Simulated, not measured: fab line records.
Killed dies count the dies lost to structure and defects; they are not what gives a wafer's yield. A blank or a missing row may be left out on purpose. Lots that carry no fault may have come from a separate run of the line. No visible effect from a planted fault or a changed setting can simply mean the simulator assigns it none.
Chamber matching	flow sky130	rie si-02 running SKY_POLY_GATE_ETCH_17: 4 sister chambers
The step etches poly-Si in HBr/Cl2, stops on SiO2, target depth 180 nm, time 70.5 s. 14 wafers are shown with their chamber, then 7 later ones without.

== WAFERS PAIRED WITH THEIR CHAMBERS ==
wafer	chamber	drypump motor current A (A)	oes product au (a.u.)	throttle valve pct (%)
L215.1	2	4.9	1.000	33.679
L215.2	3	5.2	0.993	33.693
L215.3	0	6.4	1.011	33.695
L218.1	0	6.4	0.998	33.685
L218.2	2	4.9	0.996	33.688
L218.5	0	6.4	1.004	33.670
L220.1	2	4.8	0.982	33.691
L220.2	0	6.4	0.996	33.697
L220.5	2	4.8	0.984	33.667
L219.1	3	5.2	0.975	33.678
L219.4	1	6.2	0.991	33.697
L219.6	3	5.2	0.964	33.699
L235.1	1	6.2	0.998	33.701
L235.2	2	4.9	1.004	33.697

SIGNATURES (averages over the wafers above)
reading	chamber 0	chamber 1	chamber 2	chamber 3	scatter within a chamber
drypump motor current A	6.400	6.200	4.860	5.200	0.0346
oes product au	1.00225	0.99450	0.99320	0.97733	0.00985
throttle valve pct	33.68675	33.69900	33.68440	33.69000	0.0112
Rule: a wafer lies at a distance from a chamber equal to the root of the sum of squares, over the readings, of (its reading less the chamber's mean, divided by the reading's scatter). If the next closest chamber is less than 2 further off than the closest, the wafer can't be placed; otherwise it belongs to the closest. How the scatter is found: for the shown wafers, subtract from each reading the mean of its chamber, square and add these, divide the total by (wafers less chambers), then take the root.

== WAFERS WHOSE CHAMBER IS MISSING ==
wafer	drypump motor current A (A)	oes product au (a.u.)	throttle valve pct (%)
L235.6	5.2	0.985	33.662
L236.1	5.2	0.981	33.674
L236.2	6.4	0.982	33.691
L236.4	4.8	0.993	33.701
L238.1	6.3	0.990	33.685
L238.5	6.3	0.986	33.700
L238.6	6.2	0.993	33.667

== THE CHAMBER EACH PASSED THROUGH ==
wafer	from the rows above	in truth
L235.6	3	3
L236.1	3	3
L236.2	0	0
L236.4	2	2
L238.1	can't be placed: 0 or 1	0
L238.5	can't be placed: 1 or 0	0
L238.6	1	1
Placed correctly: 5 of 7. From these rows, 2 cannot be placed; in 2 the true chamber is one of the candidates. Number placed wrongly: 0.
